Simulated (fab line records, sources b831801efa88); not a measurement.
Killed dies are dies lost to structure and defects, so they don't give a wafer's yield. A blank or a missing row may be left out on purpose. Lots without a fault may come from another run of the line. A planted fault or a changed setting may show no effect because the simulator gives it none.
Split-lot experiment | flow gf180mcu | 5 lots, 23 wafers read, on a route of 602 steps

THE SPLIT
At GF_V4_CVD_23 (deposits W, target thk 350 nm, time 104.9 s), the setting pressure_torr was moved away from the recipe's 40 Torr on 10 of the 23 wafers read, by -5.9% to +12.3%. The other wafers ran this setting at the recipe's value.

The reading is taken at the split's own step.

THE READING
W_of_V4_CVD_23.thk_nm (the simulator's own value, which no gauge read), in nm, at GF_V4_CVD_23 (deposits W, target thk 350 nm, time 104.9 s). The file gives no usual value for it. The 13 wafers here that ran the recipe average 352.5 nm, standard deviation 3.5 nm.

wafer  | tool, chamber at the split | pressure_torr as run, Torr | against the recipe | W_of_V4_CVD_23.thk_nm, nm | against lot-mates on the recipe
L074.1 | cvd_w-02, 1                | 37.64                      | -5.9%              | 337.3                     | no lot-mate on the recipe
L074.2 | cvd_w-02, 0                | 37.64                      | -5.9%              | 349.6                     | no lot-mate on the recipe
L074.3 | cvd_w-02, 1                | 37.64                      | -5.9%              | 334.5                     | no lot-mate on the recipe
L074.4 | cvd_w-02, 0                | 37.64                      | -5.9%              | 349.1                     | no lot-mate on the recipe
L074.5 | cvd_w-02, 1                | 37.64                      | -5.9%              | 334                       | no lot-mate on the recipe
L081.1 | cvd_w-01, 1                | 40                         | recipe             | 358.2                     | -
L081.2 | cvd_w-01, 0                | 40                         | recipe             | 355.4                     | -
L081.3 | cvd_w-01, 0                | 40                         | recipe             | 350.9                     | -
L081.5 | cvd_w-01, 0                | 40                         | recipe             | 354.1                     | -
L081.6 | cvd_w-01, 1                | 40                         | recipe             | 356.8                     | -
L082.1 | cvd_w-01, 1                | 40                         | recipe             | 355.6                     | -
L082.2 | cvd_w-01, 0                | 40                         | recipe             | 348.4                     | -
L082.4 | cvd_w-01, 1                | 40                         | recipe             | 351.7                     | -
L082.5 | cvd_w-01, 1                | 40                         | recipe             | 351.1                     | -
L082.6 | cvd_w-01, 0                | 40                         | recipe             | 352.6                     | -
L084.2 | cvd_w-01, 1                | 40                         | recipe             | 351.7                     | -
L084.4 | cvd_w-01, 1                | 40                         | recipe             | 344.8                     | -
L084.6 | cvd_w-01, 0                | 40                         | recipe             | 351.1                     | -
L085.1 | cvd_w-01, 1                | 44.91                      | +12.3%             | 368.7                     | no lot-mate on the recipe
L085.2 | cvd_w-01, 0                | 44.91                      | +12.3%             | 367.9                     | no lot-mate on the recipe
L085.3 | cvd_w-01, 1                | 44.91                      | +12.3%             | 369.2                     | no lot-mate on the recipe
L085.4 | cvd_w-01, 0                | 44.91                      | +12.3%             | 367.6                     | no lot-mate on the recipe
L085.6 | cvd_w-01, 1                | 44.91                      | +12.3%             | 366.2                     | no lot-mate on the recipe

THE FIT
A straight line over all 23 wafers: W_of_V4_CVD_23.thk_nm changes by +1.43 nm for each +1% of pressure_torr; r = +0.90; the points scatter about the line by 4.6 nm.
Too few moved wafers have a lot-mate on the recipe to fit a line with each lot's own level taken away.

THE FILE'S OWN FIT
W_of_V4_CVD_23.thk_nm changes by +1.43 nm for each +1% of pressure_torr, r = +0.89.
